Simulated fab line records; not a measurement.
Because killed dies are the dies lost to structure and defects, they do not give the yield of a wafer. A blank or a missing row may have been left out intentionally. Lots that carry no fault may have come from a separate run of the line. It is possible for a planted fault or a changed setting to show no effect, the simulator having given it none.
fab line records    flow sky130
record: lots: 7  wafers: 21  last_day: 48
route steps=708 shown VT_ADJUST_PCH@151 SONOS_TUNNEL@154 PAD_OPEN@708
lots that met no fault: from a run of the same line without faults
start_h: hours from the record's first day to the start of the lot's first wafer shown    wait_h: time in hours since the lot's previous step    " same as the row above    L1.1+2: several wafers, shown together as one row    - either no value or no given start    * or withheld: withheld    < > ~ a bound
route shown NAME@n: a module of which the file shows steps, and the number in the route of the first    usual: mean and standard deviation over wafers with no fault    same: alike in all rows    chamber/n: place in a boat    sites: readings site by site    _std_site: how widely they spread, as a standard deviation    _edge_site: inner sites' mean taken away from outer sites' mean    radius_mm: for every site, how far away it sits from the centre of the wafer    mask NAME#n: copy n    behind: tool/chamber where the wafer was last shaped    hold: the reason the lot was held/the length of the hold in hours/how it ended    device: transistor that didn't switch, given as n, p or np    end of line: the same wafers' tests at the end of the route    a step without rows: its recipe alone    killed: dies that structure and defects cost at the first sort, which is not the same as the wafer's yield    map: dies across one wafer; x = killed, . = not, _ = none there
set.NAME: the setting that was run; set.NAME@STEP: the one run at that earlier step    model.NAME: the simulator's own value behind a step, which no gauge read
certain route steps with their lots: each step a table, each wafer a row
services: from which hour (start_h, from the record's first day; less than 0 if before it) a tool's chamber was out of use, for how many hours, and why
== steps ==
step: SKY_VT_ADJUST_PCH_IMPLANT_08
recipe: species: B  energy_kev: 10  dose_cm2: 5e+11  tilt_deg: withheld
step: SKY_VT_ADJUST_PCH_STRIP_09
recipe: chemistry: O2/N2  power_w: 1400  pressure_mtorr: 1500  platen_temp_c: withheld  o2_flow_sccm: 3000  n2_flow_sccm: 300  overash_fraction: 0.5
usual: drypump_motor_current_A: 5.8/0.59  oes_product_au: 0.722/0.0045  strip_time_to_endpoint_s: 36.93/0.11
lot.wafer  tool             chamber  start_h  wait_h  drypump_motor_current_A  oes_product_au  rf_hours_counter_h  strip_time_to_endpoint_s
L650.1     plasma_asher-04  0        227.84   0.1     5.2                      0.733           54                  37.01
L650.4     "                0        "        "       5.2                      0.722           -                   37.08
L650.5     "                1        "        "       6.5                      0.727           -                   37.07
L656.1     plasma_asher-04  0        278.38   0.1     5.2                      0.725           59                  36.89
L656.3     "                0        "        "       5.2                      0.728           -                   36.81
L656.5     "                1        "        "       6.4                      0.723           -                   36.87
L658.1     plasma_asher-04  0        286.53   0.1     5.2                      0.728           59                  36.93
L658.2     "                1        "        "       6.5                      0.720           59                  36.90
L658.3     "                1        "        "       6.5                      0.727           -                   36.88
L661.3     plasma_asher-04  1        309.47   0.1     6.4                      0.719           -                   36.86
L661.4     "                0        "        "       5.2                      0.733           -                   36.89
L661.6     "                0        "        "       5.2                      0.715           -                   36.91
L663.1     plasma_asher-01  1        322.52   0.1     5.2                      0.728           55                  36.95
L663.4     "                0        "        "       5.5                      0.720           -                   37.01
L663.5     "                1        "        "       5.2                      0.730           -                   36.97
L664.3     plasma_asher-04  0        328.16   0.1     5.2                      0.719           -                   37.14
L664.4     "                1        "        "       6.5                      0.723           -                   37.03
L664.6     "                1        "        "       6.5                      0.722           -                   36.96
L665.2     plasma_asher-04  0        336.77   0.1     5.2                      0.724           64                  36.79
L665.3     "                1        "        "       6.4                      0.721           -                   36.70
L665.4     "                0        "        "       5.1                      0.725           -                   36.89
step: SKY_VT_ADJUST_PCH_TW_MEAS_10
usual: VT_ADJUST_PCH_TW: 142.5/1.2
lot.wafer  tool           chamber  start_h  wait_h  VT_ADJUST_PCH_TW
L650.1     film_metro-03  -        227.94   0.1     140.7
L650.4     "              -        "        "       140.7
L650.5     "              -        "        "       140.7
L656.1     film_metro-04  -        278.48   0.1     143.4
L656.3     "              -        "        "       143.5
L656.5     "              -        "        "       142.8
L658.1     film_metro-03  -        286.63   0.1     140.9
L658.2     "              -        "        "       141.2
L658.3     "              -        "        "       141.6
L661.3     film_metro-03  -        309.56   0.1     140.9
L661.4     "              -        "        "       141.2
L661.6     "              -        "        "       141.9
L663.1     film_metro-02  -        322.62   0.1     143.7
L663.4     "              -        "        "       144.4
L663.5     "              -        "        "       144.2
L664.3     film_metro-03  -        328.25   0.1     141.6
L664.4     "              -        "        "       140.9
L664.6     "              -        "        "       141.5
L665.2     film_metro-04  -        336.88   0.1     143.3
L665.3     "              -        "        "       144.0
L665.4     "              -        "        "       143.0
step: SKY_SONOS_TUNNEL_DEHYDRATE_00
recipe: temp_c: 200  time_s: 60
step: SKY_SONOS_TUNNEL_HMDS_01
recipe: prime_time_s: 60  prime_temp_c: 120
step: SKY_SONOS_TUNNEL_COAT_02
recipe: resist: NOVOLAK  spin_rpm: 3000  resist_thk_nm: 1140
step: SKY_SONOS_TUNNEL_SOFTBAKE_03
recipe: temp_c: 90  time_s: 60  resist: NOVOLAK
step: SKY_SONOS_TUNNEL_EXPOSE_04
recipe: mask_id: TUNM  na: 0.6  source_shape: conventional  sigma_outer: 0.6  polarization: unpolarized  target_cd_nm: 410  dose_mj: 133.3
step: SKY_SONOS_TUNNEL_PEB_05
recipe: temp_c: withheld  time_s: *  resist: NOVOLAK
step: SKY_SONOS_TUNNEL_DEVELOP_06
recipe: resist: NOVOLAK  developer: TMAH  develop_time_s: 60  dev_temp_c: 23
step: SKY_SONOS_TUNNEL_CD_MEAS_07
recipe: target_cd_nm: 410
usual: cd_nm: 409.9/2
lot.wafer  tool       chamber  start_h  wait_h  cd_nm
L650.1     cd_sem-01  -        250.34   0.1     409.0
L650.4     "          -        "        "       411.2
L650.5     "          -        "        "       410.6
L656.1     cd_sem-01  -        302.46   0.1     406.2
L656.3     "          -        "        "       408.3
L656.5     "          -        "        "       407.0
L658.1     cd_sem-01  -        310.25   0.1     412.1
L658.2     "          -        "        "       412.2
L658.3     "          -        "        "       412.5
L661.3     cd_sem-01  -        335.94   0.1     408.9
L661.4     "          -        "        "       409.0
L661.6     "          -        "        "       409.9
L663.1     cd_sem-02  -        349.40   0.1     410.9
L663.4     "          -        "        "       412.0
L663.5     "          -        "        "       408.8
L664.3     cd_sem-01  -        355.10   0.1     412.0
L664.4     "          -        "        "       409.4
L664.6     "          -        "        "       411.6
L665.2     cd_sem-01  -        363.52   0.1     410.6
L665.3     "          -        "        "       409.3
L665.4     "          -        "        "       409.7
step: SKY_SONOS_TUNNEL_OVL_MEAS_08
usual: SONOS_TUNNEL_OVL: -0.1/1.2
lot.wafer  tool        chamber  start_h  wait_h  SONOS_TUNNEL_OVL[nm]
L650.1     overlay-02  -        250.46   0.1     1.6
L650.4     "           -        "        "       1.7
L650.5     "           -        "        "       1.4
L656.1     overlay-02  -        302.58   0.1     -1.3
L656.3     "           -        "        "       -2.6
L656.5     "           -        "        "       -3.0
L658.1     overlay-02  -        310.37   0.1     0.5
L658.2     "           -        "        "       -0.3
L658.3     "           -        "        "       0.0
L661.3     overlay-02  -        336.03   0.1     -1.7
L661.4     "           -        "        "       0.2
L661.6     "           -        "        "       -1.1
L663.1     overlay-02  -        349.52   0.1     -1.9
L663.4     "           -        "        "       -0.5
L663.5     "           -        "        "       -3.1
L664.3     overlay-02  -        355.19   0.1     -0.7
L664.4     "           -        "        "       0.1
L664.6     "           -        "        "       -0.1
L665.2     overlay-02  -        363.63   0.1     0.4
L665.3     "           -        "        "       -0.5
L665.4     "           -        "        "       0.3
step: SKY_SONOS_TUNNEL_IMPLANT_09
recipe: species: B  energy_kev: 20  dose_cm2: 1e+12  tilt_deg: withheld
usual: implant_ion_amu: 11/0
lot.wafer  tool          chamber  start_h  wait_h  implant_ion_amu  model.implant.rp_nm  model.implant.drp_nm
L650.1     implanter-02  0        250.50   0.0     11               64.29                28.34
L650.4     "             0        "        "       11               64.29                28.34
L650.5     "             0        "        "       11               64.29                28.34
L656.1     implanter-03  0        302.62   0.0     11               66.79                28.34
L656.3     "             0        "        "       11               66.79                28.34
L656.5     "             0        "        "       11               66.79                28.34
L658.1     implanter-03  0        310.41   0.0     11               64.59                28.34
L658.2     "             0        "        "       11               64.59                28.34
L658.3     "             0        "        "       11               64.59                28.34
L661.3     implanter-02  0        336.11   0.1     11               64.86                28.34
L661.4     "             0        "        "       11               64.86                28.34
L661.6     "             0        "        "       11               64.86                28.34
L663.1     implanter-02  0        349.73   0.2     31               27.26                12.97
L663.4     "             0        "        "       31               27.26                12.97
L663.5     "             0        "        "       31               27.26                12.97
L664.3     implanter-02  0        355.27   0.1     31               28.23                12.97
L664.4     "             0        "        "       31               28.23                12.97
L664.6     "             0        "        "       31               28.23                12.97
L665.2     implanter-02  0        363.76   0.1     31               28.97                12.97
L665.3     "             0        "        "       31               28.97                12.97
L665.4     "             0        "        "       31               28.97                12.97
step: SKY_SONOS_TUNNEL_WET_ETCH_10
recipe: chemistry: dHF  target_depth_nm: 14  target: SiO2  dilution: 100:1  temp_c: 25  time_s: 280
step: SKY_SONOS_TUNNEL_STRIP_11
recipe: chemistry: SPM  time_s: 600  temp_c: 130
step: SKY_SONOS_TUNNEL_TW_MEAS_12
usual: SONOS_TUNNEL_TW: 197.4/1.4
lot.wafer  tool           chamber  start_h  wait_h  SONOS_TUNNEL_TW
L650.1     film_metro-01  -        250.91   0.0     198.1
L650.4     "              -        "        "       197.6
L650.5     "              -        "        "       198.5
L656.1     film_metro-01  -        303.03   0.0     198.0
L656.3     "              -        "        "       197.6
L656.5     "              -        "        "       197.9
L658.1     film_metro-04  -        310.82   0.0     197.5
L658.2     "              -        "        "       198.5
L658.3     "              -        "        "       198.3
L661.3     film_metro-04  -        336.49   0.0     199.1
L661.4     "              -        "        "       199.4
L661.6     "              -        "        "       198.6
L663.1     film_metro-04  -        350.18   0.0     370.7
L663.4     "              -        "        "       370.3
L663.5     "              -        "        "       369.2
L664.3     film_metro-01  -        355.66   0.0     370.0
L664.4     "              -        "        "       370.8
L664.6     "              -        "        "       369.9
L665.2     film_metro-04  -        364.18   0.0     372.2
L665.3     "              -        "        "       370.4
L665.4     "              -        "        "       370.6
step: SKY_SONOS_TUNNEL_CLEAN_13
recipe: chemistry: dHF  time_s: 20  dilution: 100:1  dry: ipa_marangoni
step: SKY_PAD_OPEN_PROBE_99
usual: killed_at_M0_to_M3: 43/6.8  killed_at_M4_up: 3.1/1.6  killed_at_contacts: 24/5.4  killed_at_front_end: 16/4.4  killed_at_other: 0.2/0.48  killed_dies: 87/8.8  killed_on_rim: 17/3.4  killed_open: 48/6.4  killed_short: 39/6.2
same: gross_dies: 492  killed_at_back_side: 0
lot.wafer  tool       chamber  start_h  wait_h  killed_at_M0_to_M3  killed_at_M4_up  killed_at_contacts  killed_at_front_end  killed_at_other  killed_dies  killed_on_rim  killed_open  killed_short
L650.1     prober-01  -        1078.46  0.1     40                  2                29                  20                   0                91           15             46           45
L650.4     prober-01  -        1078.61  0.2     49                  4                25                  21                   0                99           17             47           52
L650.5     prober-01  -        1078.66  0.2     39                  5                20                  17                   0                81           17             33           48
L656.1     prober-01  -        1122.81  0.1     35                  1                25                  14                   1                76           19             42           34
L656.3     prober-01  -        1122.91  0.2     41                  4                23                  21                   0                89           20             45           44
L656.5     prober-01  -        1123.01  0.2     55                  1                20                  15                   0                91           18             45           46
L658.1     prober-01  -        1124.88  0.1     41                  3                29                  21                   0                94           18             48           46
L658.2     prober-01  -        1124.93  0.1     37                  3                36                  19                   0                95           28             50           45
L658.3     prober-01  -        1124.98  0.2     43                  4                22                  11                   0                80           12             38           42
L661.3     prober-02  -        1145.67  0.2     42                  3                23                  15                   0                83           16             43           40
L661.4     prober-02  -        1145.72  0.2     53                  4                16                  9                    0                82           16             42           40
L661.6     prober-02  -        1145.82  0.2     48                  4                22                  14                   0                88           20             48           40
L663.1     prober-02  -        1151.69  0.1     37                  5                22                  428                  0                492          96             45           38
L663.4     prober-02  -        1151.84  0.2     45                  5                19                  422                  1                492          96             48           37
L663.5     prober-02  -        1151.89  0.2     36                  0                21                  434                  1                492          96             37           31
L664.3     prober-01  -        1157.92  0.2     48                  4                24                  416                  0                492          96             54           34
L664.4     prober-01  -        1157.97  0.2     42                  2                15                  433                  0                492          96             46           31
L664.6     prober-01  -        1158.07  0.2     56                  3                20                  413                  0                492          96             49           42
L665.2     prober-02  -        1159.28  0.1     44                  0                33                  415                  0                492          96             49           39
L665.3     prober-02  -        1159.33  0.2     37                  5                28                  422                  0                492          96             46           47
L665.4     prober-02  -        1159.38  0.2     57                  5                32                  396                  2                492          96             64           54
killed by level:class
L650.1 METAL2:geometric_particle:short=8 POLY_GATE:geometric_particle:open=7 CONTACT:geometric_particle:short=7 LI_CONTACT:geometric_particle:open=6 LOCAL_INTERCONNECT:geometric_particle:short=6 CONTACT:geometric_particle:open=6 VIA3:geometric_particle:open=6 FIELD_ISO:geometric_particle:open=4
L650.4 FIELD_ISO:geometric_particle:open=10 VIA3:geometric_particle:open=7 CONTACT:geometric_particle:open=7 CONTACT:geometric_particle:short=7 METAL1:geometric_particle:short=6 VIA1:geometric_particle:short=6 METAL2:geometric_particle:short=6 VIA2:geometric_particle:open=6
L650.5 METAL2:geometric_particle:short=11 FIELD_ISO:geometric_particle:short=8 CONTACT:geometric_particle:open=7 VIA1:geometric_particle:short=7 VIA2:geometric_particle:open=6 CONTACT:geometric_particle:short=5 VIA1:geometric_particle:open=5 VIA3:geometric_particle:open=5
L656.1 VIA1:geometric_particle:open=13 CONTACT:geometric_particle:open=8 LI_CONTACT:geometric_particle:open=7 CONTACT:geometric_particle:short=7 METAL2:geometric_particle:short=6 FIELD_ISO:geometric_particle:open=4 VIA3:geometric_particle:open=4 FIELD_ISO:geometric_particle:short=3
L656.3 VIA1:geometric_particle:open=12 CONTACT:geometric_particle:open=9 FIELD_ISO:geometric_particle:open=7 CONTACT:geometric_particle:short=6 METAL2:geometric_particle:short=6 VIA3:geometric_particle:open=6 LOCAL_INTERCONNECT:geometric_particle:short=4 FIELD_ISO:geometric_particle:short=4
L656.5 VIA1:geometric_particle:open=13 CONTACT:geometric_particle:open=11 FIELD_ISO:geometric_particle:short=7 VIA2:geometric_particle:open=7 METAL2:geometric_particle:short=6 METAL1:geometric_particle:short=6 VIA1:geometric_particle:short=5 VIA3:geometric_particle:short=5
L658.1 CONTACT:geometric_particle:open=9 VIA1:geometric_particle:open=9 POLY_GATE:geometric_particle:open=8 LOCAL_INTERCONNECT:geometric_particle:short=8 METAL1:geometric_particle:short=8 VIA2:geometric_particle:open=7 CONTACT:geometric_particle:short=6 VIA3:geometric_particle:open=6
L658.2 VIA1:geometric_particle:open=15 CONTACT:geometric_particle:open=10 CONTACT:geometric_particle:short=9 LOCAL_INTERCONNECT:geometric_particle:short=7 VIA2:geometric_particle:open=7 FIELD_ISO:geometric_particle:short=6 POLY_GATE:geometric_particle:short=5 LI_CONTACT:geometric_particle:open=5
L658.3 METAL1:geometric_particle:short=10 VIA3:geometric_particle:open=8 CONTACT:geometric_particle:open=6 LOCAL_INTERCONNECT:geometric_particle:short=5 VIA1:geometric_particle:open=5 FIELD_ISO:geometric_particle:short=4 LI_CONTACT:geometric_particle:open=4 CONTACT:geometric_particle:short=4
L661.3 VIA1:geometric_particle:open=13 CONTACT:geometric_particle:short=6 METAL1:geometric_particle:short=6 FIELD_ISO:geometric_particle:short=5 LOCAL_INTERCONNECT:geometric_particle:short=5 CONTACT:geometric_particle:open=5 METAL2:geometric_particle:short=5 VIA3:geometric_particle:open=5
L661.4 VIA2:geometric_particle:open=12 VIA1:geometric_particle:open=9 METAL1:geometric_particle:short=7 LOCAL_INTERCONNECT:geometric_particle:short=6 CONTACT:geometric_particle:open=5 VIA1:geometric_particle:short=5 VIA3:geometric_particle:open=5 FIELD_ISO:geometric_particle:short=4
L661.6 VIA1:geometric_particle:open=10 LI_CONTACT:geometric_particle:open=8 VIA2:geometric_particle:short=7 CONTACT:geometric_particle:open=6 METAL1:geometric_particle:short=6 VIA2:geometric_particle:open=6 METAL2:geometric_particle:short=5 POLY_GATE:geometric_particle:open=5
L663.1 SONOS_TUNNEL:area_implant=409 CONTACT:geometric_particle:open=12 VIA1:geometric_particle:open=8 VIA2:geometric_particle:open=7 POLY_GATE:geometric_particle:open=4 POLY_GATE:geometric_particle:short=4 SPACER:geometric_particle:short=4 LI_CONTACT:geometric_particle:open=4
L663.4 SONOS_TUNNEL:area_implant=407 VIA1:geometric_particle:open=12 CONTACT:geometric_particle:open=10 METAL2:geometric_particle:short=6 VIA2:geometric_particle:open=6 VIA3:geometric_particle:open=5 POLY_GATE:geometric_particle:short=4 POLY_GATE:geometric_particle:open=4
L663.5 SONOS_TUNNEL:area_implant=424 CONTACT:geometric_particle:open=9 LI_CONTACT:geometric_particle:open=7 VIA3:geometric_particle:open=7 VIA1:geometric_particle:short=6 METAL2:geometric_particle:short=5 VIA2:geometric_particle:open=4 VIA1:geometric_particle:open=4
L664.3 SONOS_TUNNEL:area_implant=404 VIA1:geometric_particle:open=17 CONTACT:geometric_particle:open=10 VIA3:geometric_particle:open=7 VIA2:geometric_particle:open=6 CONTACT:geometric_particle:short=5 VIA1:geometric_particle:short=5 VIA3:geometric_particle:short=5
L664.4 SONOS_TUNNEL:area_implant=415 VIA1:geometric_particle:open=10 VIA1:geometric_particle:short=7 VIA2:geometric_particle:open=7 CONTACT:geometric_particle:open=6 FIELD_ISO:geometric_particle:open=5 POLY_GATE:geometric_particle:open=4 LI_CONTACT:geometric_particle:open=4
L664.6 SONOS_TUNNEL:area_implant=401 VIA1:geometric_particle:open=15 LI_CONTACT:geometric_particle:open=9 VIA3:geometric_particle:short=7 FIELD_ISO:geometric_particle:short=6 VIA2:geometric_particle:open=5 VIA2:geometric_particle:short=5 VIA3:geometric_particle:open=5
L665.2 SONOS_TUNNEL:area_implant=404 CONTACT:geometric_particle:open=11 VIA1:geometric_particle:open=11 VIA1:geometric_particle:short=8 LI_CONTACT:geometric_particle:open=7 VIA2:geometric_particle:open=6 LOCAL_INTERCONNECT:geometric_particle:short=5 CONTACT:geometric_particle:short=5
L665.3 SONOS_TUNNEL:area_implant=399 VIA1:geometric_particle:open=12 POLY_GATE:geometric_particle:open=9 CONTACT:geometric_particle:open=7 LOCAL_INTERCONNECT:geometric_particle:short=6 CONTACT:geometric_particle:short=6 METAL1:geometric_particle:short=6 METAL2:geometric_particle:short=5
L665.4 SONOS_TUNNEL:area_implant=374 METAL1:geometric_particle:short=12 VIA1:geometric_particle:open=12 LI_CONTACT:geometric_particle:open=10 POLY_GATE:geometric_particle:open=9 CONTACT:geometric_particle:open=8 VIA2:geometric_particle:open=8 LOCAL_INTERCONNECT:geometric_particle:short=6
map L663.1 (x killed, . not)
__________xxxxxxxxxx_________
________xxxxxxxxxxxxxx_______
______xxxxxxxxxxxxxxxxxx_____
_____xxxxxxxxxxxxxxxxxxxx____
____xxxxxxxxxxxxxxxxxxxxxx___
___xxxxxxxxxxxxxxxxxxxxxxxx__
__xxxxxxxxxxxxxxxxxxxxxxxxxx_
_xxxxxxxxxxxxxxxxxxxxxxxxxxxx
_xxxxxxxxxxxxxxxxxxxxxxxxxxxx
_xxxxxxxxxxxxxxxxxxxxxxxxxxxx
_xxxxxxxxxxxxxxxxxxxxxxxxxxxx
_xxxxxxxxxxxxxxxxxxxxxxxxxxxx
_xxxxxxxxxxxxxxxxxxxxxxxxxxxx
_xxxxxxxxxxxxxxxxxxxxxxxxxxxx
_xxxxxxxxxxxxxxxxxxxxxxxxxxxx
__xxxxxxxxxxxxxxxxxxxxxxxxxx_
___xxxxxxxxxxxxxxxxxxxxxxxx__
____xxxxxxxxxxxxxxxxxxxxxx___
_____xxxxxxxxxxxxxxxxxxxx____
______xxxxxxxxxxxxxxxxxx_____
________xxxxxxxxxxxxxx_______
__________xxxxxxxxxx_________
map L664.3 (x killed, . not)
__________xxxxxxxxxx_________
________xxxxxxxxxxxxxx_______
______xxxxxxxxxxxxxxxxxx_____
_____xxxxxxxxxxxxxxxxxxxx____
____xxxxxxxxxxxxxxxxxxxxxx___
___xxxxxxxxxxxxxxxxxxxxxxxx__
__xxxxxxxxxxxxxxxxxxxxxxxxxx_
_xxxxxxxxxxxxxxxxxxxxxxxxxxxx
_xxxxxxxxxxxxxxxxxxxxxxxxxxxx
_xxxxxxxxxxxxxxxxxxxxxxxxxxxx
_xxxxxxxxxxxxxxxxxxxxxxxxxxxx
_xxxxxxxxxxxxxxxxxxxxxxxxxxxx
_xxxxxxxxxxxxxxxxxxxxxxxxxxxx
_xxxxxxxxxxxxxxxxxxxxxxxxxxxx
_xxxxxxxxxxxxxxxxxxxxxxxxxxxx
__xxxxxxxxxxxxxxxxxxxxxxxxxx_
___xxxxxxxxxxxxxxxxxxxxxxxx__
____xxxxxxxxxxxxxxxxxxxxxx___
_____xxxxxxxxxxxxxxxxxxxx____
______xxxxxxxxxxxxxxxxxx_____
________xxxxxxxxxxxxxx_______
__________xxxxxxxxxx_________
== services ==
tool             chamber  start_h  hours  kind
plasma_asher-04  -        205.25   5.7    repair
implanter-03     -        233.18   3.6    repair
implanter-02     -        286.46   3.3    pm
implanter-03     -        298.80   1.7    repair
implanter-03     -        351.41   8.8    pm
== key ==
first_sign: step: SKY_SONOS_TUNNEL_IMPLANT_09  reading: implant_ion_amu  direction: up  sigmas: 99+  usual: 11  struck: 31
effect: step: SKY_SONOS_TUNNEL_TW_MEAS_12  reading: SONOS_TUNNEL_TW  direction: up  sigmas: 99+  usual: 197.4  struck: 370.4
effect: step: SKY_PAD_OPEN_PROBE_99  reading: killed_at_front_end  direction: up  sigmas: 91  usual: 16  struck: 420
model_effect: step: SKY_SONOS_TUNNEL_IMPLANT_09  value: implant.rp_nm  without: 66.61  struck: 28.15
more_kills_born_at: SKY_SONOS_TUNNEL_IMPLANT_09@implanter-02: 3637
met_at SKY_SONOS_TUNNEL_IMPLANT_09
struck_wafers L663.1,L663.4,L663.5,L664.3,L664.4,L664.6,L665.2,L665.3,L665.4
later_rows_left_out L663.1,L663.4,L663.5,L664.3,L664.4,L664.6,L665.2,L665.3,L665.4
tester_left_out L663,L664,L665
onset_between 336.11 349.73
fault: kind: wrong_recipe_download  tool: implanter-02,implanter-03,implanter-04  chamber: -  onset_h: 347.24  steps: SKY_SONOS_TUNNEL_IMPLANT_09  wrong_recipe.not_listed: 1
tester_left_out: of these lots the tester's yield and bins aren't shown, on N5 and GAA mostly nor the transistor test; their killed dies are dies lost to structure and defects alone, not to doping, threshold or leakage, so they don't give the yield
later_rows_left_out: the simulator's readings of these wafers behind a module that went badly wrong aren't trusted and aren't shown, but for the sort
